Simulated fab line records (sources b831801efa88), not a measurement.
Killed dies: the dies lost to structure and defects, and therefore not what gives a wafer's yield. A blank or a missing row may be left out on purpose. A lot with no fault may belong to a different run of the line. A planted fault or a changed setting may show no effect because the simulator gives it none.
A lot that was struck, set against a sound lot | flow sfq_line | 14 out of 325 route steps
Sound: the wafers L670.1, L670.3, L670.4. Wafers L677.1, L677.4, L677.6 were the ones struck. Last of all comes the cause.
Per side, at each step with rows, come the tool, then ch with its chambers, and then its first start. Under that, the readings that differ: sound wafers | struck wafers | difference of the means | sigmas: that difference in standard deviations of wafers without a fault.
alike: a reading whose means differ by less than 2 such deviations, as well as words and numbers matching on both sides. not compared: withheld readings; readings where some wafer has no value; bounds like >300 that might hide an equal value; numbers whose values overlap and for which the record gives no deviation.
A row with sigmas, a row that says differs or no value, or rows on one side alone: a step with any of these is where the two part. Numbers that don't overlap but have no deviation are shown without sigmas and don't part them. A reading that every wafer of one side lacks parts them only if that side has two wafers or more.

SFQ_TRILAYER_R5_BARC_OPEN_METAL_ETCH_177: etches BARC in O2, target depth 125 nm, time 41.7 s.
  sound on rie_metal-02 ch 0,1, day 53 18:17; struck on rie_metal-04 ch 1, day 62 01:56
  alike: drypump_motor_current_A, oes_product_au, rf_fwd_power_W
  not compared: rf_hours_counter_h
SFQ_TRILAYER_R5_ETCH_METAL_ETCH_139: etches the open film in Cl2, stops on SiO2, target depth 60 nm, time 40 s.
  sound on rie_metal-02 ch 0,1, day 53 18:20; struck on rie_metal-04 ch 1, day 62 01:59
  alike: drypump_motor_current_A, oes_product_au, rf_fwd_power_W
  not compared: rf_hours_counter_h
SFQ_TRILAYER_R5_STRIP_STRIP_140: strips in O2.
  sound on rie_metal-02 ch 0,1, day 53 18:24; struck on rie_metal-04 ch 1, day 62 02:03
  alike: drypump_motor_current_A, oes_product_au, platen_temp_c
  not compared: rf_hours_counter_h
then, 1 step without rows for these wafers: SFQ_TRILAYER_R5_STRIP_SOLV_CLEAN_141 (cleans in NMP, time 600 s).
SFQ_TRILAYER_A5C_DEP_PECVD_142: deposits SiO2 from SiH4/N2O, time 15.556 s, target thk 70 nm.
  sound on pecvd-01 ch 0,1,2, day 53 19:10; struck on pecvd-01 ch 1,2, day 62 02:50
  alike: heater_power_w, throttle_valve_pct
then, 6 steps without rows for these wafers: SFQ_TRILAYER_I5_LITHO_COAT_149 (resist thk 62 nm); SFQ_TRILAYER_I5_LITHO_COAT_144 (resist thk 650 nm); SFQ_TRILAYER_I5_LITHO_SOFTBAKE_148; SFQ_TRILAYER_I5_LITHO_EXPOSE_145 (exposes mask I5, target cd 700 nm); SFQ_TRILAYER_I5_LITHO_PEB_147 (peb time 60 s); SFQ_TRILAYER_I5_LITHO_DEVELOP_146 (time 60 s).
-- the record jumps here: 5 days lie between the struck wafers' starts before and after --
SFQ_I5_OVL_MEAS_936:
  sound on overlay-01 at day 59 03:06; struck on overlay-01 at day 66 23:31
  alike: I5_OVL
SFQ_TRILAYER_I5_BARC_OPEN_VIA_ETCH_200: etches BARC in O2, target depth 125 nm, time 41.7 s.
  sound on rie_diel-03 ch 0,1,3, day 59 03:08; struck on rie_diel-03 ch 0,1,2, day 66 23:34
  reading                                             | sound             | struck            | difference | sigmas
  rf_fwd_power_W (W)                                  | 490.3 499.5 492.7 | 573.8 573.2 577.6 | +80.7      | +32
  model.KrF_of_TRILAYER_I5_LITHO_COAT_144.thk_nm (nm) | 569.3 571.1 569   | 565 567.7 567     | -3         |
  alike: drypump_motor_current_A, oes_product_au
  not compared: rf_hours_counter_h
SFQ_TRILAYER_I5_ETCH_VIA_ETCH_147: etches the open film in CHF3, stops on Nb, target depth 360 nm.
  sound on rie_diel-03 ch 0,1,3, day 59 03:10; struck on rie_diel-03 ch 0,1,2, day 66 23:36
  reading               | sound             | struck            | difference | sigmas
  oes_product_au (a.u.) | 0.995 1.000 0.989 | 0.986 0.979 0.987 | -0.011     | -2
  alike: drypump_motor_current_A, rf_fwd_power_W

## WHERE THEY PART
Last at SFQ_TRILAYER_I5_ETCH_VIA_ETCH_147 as far as this record goes, first at SFQ_TRILAYER_I5_BARC_OPEN_VIA_ETCH_200.

WHY: whatever the simulator had introduced
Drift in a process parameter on rie_diel-03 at SFQ_TRILAYER_I5_BARC_OPEN_VIA_ETCH_200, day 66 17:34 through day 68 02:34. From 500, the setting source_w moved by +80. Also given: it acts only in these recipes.
